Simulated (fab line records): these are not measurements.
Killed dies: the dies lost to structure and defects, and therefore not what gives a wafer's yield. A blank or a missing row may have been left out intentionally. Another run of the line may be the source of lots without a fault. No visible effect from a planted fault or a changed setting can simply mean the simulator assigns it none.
Which of the tools did it?    flow sky130    11 lots, 33 wafers sampled, at 5 steps of a route of 708

## WHAT THE GAUGES READ, wafer by wafer
SKY_METAL1_OVL_MEAS_16.
lot   measured      on          METAL1_OVL (nm)
L206  day 33 07:15  overlay-02  -2 -3 6
L208  day 33 16:39  overlay-02  5 -4 2
L210  day 34 01:07  overlay-01  11 4 11
L212  day 35 19:10  overlay-01  6 11 -2
L216  day 37 00:04  overlay-02  8 8 4
L223  day 39 02:10  overlay-01  -4 -6 -2
L226  day 39 09:05  overlay-02  -3 3 8
L225  day 39 12:19  overlay-02  -15 1 -7
L228  day 39 16:18  overlay-02  1 1 6
L227  day 39 19:26  overlay-01  1 8 0
L229  day 40 02:00  overlay-02  0 2 0

SKY_VIA1_THK_MEAS_01.
lot   measured      on             VIA1_HDPCVD_THK (nm)
L206  day 33 08:15  film-metro-01  1029 1040 1041
L208  day 33 17:35  film-metro-01  1035 1037 1044
L210  day 34 02:05  film-metro-03  1034 1046 1043
L212  day 35 20:06  film-metro-01  1024 670 1020
L216  day 37 01:01  film-metro-01  1027 676 1045
L223  day 39 03:08  film-metro-01  1027 1011 1016
L226  day 39 10:03  film-metro-01  1021 1026 1037
L225  day 39 13:19  film-metro-01  1036 1026 1032
L228  day 39 17:25  film-metro-02  1035 1051 1045
L227  day 39 20:23  film-metro-02  1027 1040 1036
L229  day 40 02:59  film-metro-03  1022 1016 1021

## WHAT TOOL EACH LOT RAN ON (gives the tool, then ch and the chambers of the sampled wafers, and finally the start)
lot   SKY_CONTACT_ETCH_17                 SKY_CONTACT_CMP_27             SKY_VIA1_HDPCVD_00
L206  rie-diel-03 ch 1,2,3, day 32 02:56  cmp-02 ch 1,2,3, day 32 04:10  hdpcvd-02 ch 0,1, day 33 08:08
L208  rie-diel-03 ch 2,3, day 32 11:28    cmp-02 ch 0,2,3, day 32 12:32  hdpcvd-02 ch 0,1, day 33 17:28
L210  rie-diel-03 ch 1,2,3, day 32 20:19  cmp-01 ch 0,2, day 32 21:23    hdpcvd-02 ch 0,2, day 34 01:58
L212  rie-diel-02 ch 0,1, day 34 15:31    cmp-02 ch 0,3, day 34 16:33    hdpcvd-01 ch 0,1,2, day 35 19:58
L216  rie-diel-01 ch 0,1, day 35 19:58    cmp-02 ch 1,2,3, day 35 21:08  hdpcvd-01 ch 0,1, day 37 00:53
L223  rie-diel-01 ch 0,3, day 37 22:26    cmp-02 ch 0,1,3, day 37 23:35  hdpcvd-02 ch 0,1, day 39 03:01
L226  rie-diel-02 ch 0,3, day 38 05:46    cmp-02 ch 0,1,2, day 38 06:56  hdpcvd-02 ch 0,1, day 39 09:56
L225  rie-diel-01 ch 0,1,2, day 38 09:43  cmp-02 ch 0,2,3, day 38 10:47  hdpcvd-01 ch 0,1,2, day 39 13:11
L228  rie-diel-02 ch 0,1, day 38 14:14    cmp-02 ch 1,2,3, day 38 15:26  hdpcvd-01 ch 0,1,2, day 39 17:20
L227  rie-diel-02 ch 1,2, day 38 16:04    cmp-01 ch 1,2, day 38 17:40    hdpcvd-02 ch 0,2, day 39 20:16
L229  rie-diel-02 ch 0,1,2, day 39 00:46  cmp-01 ch 0,1,3, day 39 01:48  hdpcvd-01 ch 0,1, day 40 02:53
- SKY_CONTACT_ETCH_17: etches SiO2 in C4F8/O2/Ar, stops on Si3N4, target depth 340 nm.
- SKY_CONTACT_CMP_27: polishes, stops on SiO2, t overpolish 15 s, target thk 0 nm.
- SKY_VIA1_HDPCVD_00: deposits SiO2, target thk 1030 nm, time 171.7 s.

## AS READ BY THE TOOLS THEMSELVES (means over the sampled wafers that have a number; for cases with no such wafer, the mark the record gives instead)
SKY_CONTACT_ETCH_17.
lot   tool         bias-w (W)  oes-product-au (a.u.)  rf-fwd-power-W (W)
L206  rie-diel-03  1198        0.891                  1466
L208  rie-diel-03  1198        0.886                  1462
L210  rie-diel-03  1200        0.888                  1464
L212  rie-diel-02  1197        0.893                  1462
L216  rie-diel-01  1200        0.891                  1455
L223  rie-diel-01  1202        0.894                  1455
L226  rie-diel-02  1203        0.897                  1463
L225  rie-diel-01  1203        0.889                  1459
L228  rie-diel-02  1198        0.890                  1467
L227  rie-diel-02  1202        0.888                  1468
L229  rie-diel-02  1201        0.893                  1465

SKY_CONTACT_CMP_27.
lot   tool    motor-current-A (A)  overpolish-run-s (s)  time-to-endpoint-s (s)
L206  cmp-02  10.8                 14.998                84
L208  cmp-02  12.0                 14.999                85
L210  cmp-01  11.6                 15.007                82
L212  cmp-02  11.6                 14.998                84
L216  cmp-02  11.0                 15.002                80
L223  cmp-02  10.6                 14.993                85
L226  cmp-02  11.3                 15.011                84
L225  cmp-02  12.3                 15.003                84
L228  cmp-02  10.9                 14.990                83
L227  cmp-01  11.1                 14.992                82
L229  cmp-01  11.1                 14.998                77

SKY_VIA1_HDPCVD_00.
lot   tool       sih4-flow-sccm (sccm)
L206  hdpcvd-02  59.93
L208  hdpcvd-02  60.07
L210  hdpcvd-02  59.68
L212  hdpcvd-01  60.03
L216  hdpcvd-01  59.85
L223  hdpcvd-02  60.08
L226  hdpcvd-02  60.09
L225  hdpcvd-01  60.09
L228  hdpcvd-01  59.99
L227  hdpcvd-02  59.95
L229  hdpcvd-01  59.87

## THE ANSWER, worked out from the rows above alone
Rule: what is usual is taken from the lots themselves. The widest of any qualifying gaps counts: lots, ordered by their means at a reading, are off when they make up no more than a third of the lots, leave a main group of 4 or more, and stand apart from it by 3 or more times the standard deviation of that group's means. The tables above print the reading to a certain number of digits; a main group whose means all agree to those digits is not used. A lot without any number at a reading at which 4 lots or more have one is off too. Where the step has rows for the other lots, those lots are counted as sound. Order of review: gauges by route order, followed by the tools' own readings, for which a lot's mean as printed above is used. At the first step where some lot is off, the reading lying furthest off is the one used; lots without a number count as furthest.
Off: L212, L216, at SKY_VIA1_THK_MEAS_01 (VIA1_HDPCVD_THK). The main group has a mean of 1032 nm with a standard deviation of 8.5.
A tool fits if, at a process step before that reading, it ran every lot that is off, and no sound lot after the first of them. The gauges at SKY_VIA1_THK_MEAS_01 are tried like those tools. None of those tried fits.

## WHAT WAS PUT IN BY THE SIMULATOR
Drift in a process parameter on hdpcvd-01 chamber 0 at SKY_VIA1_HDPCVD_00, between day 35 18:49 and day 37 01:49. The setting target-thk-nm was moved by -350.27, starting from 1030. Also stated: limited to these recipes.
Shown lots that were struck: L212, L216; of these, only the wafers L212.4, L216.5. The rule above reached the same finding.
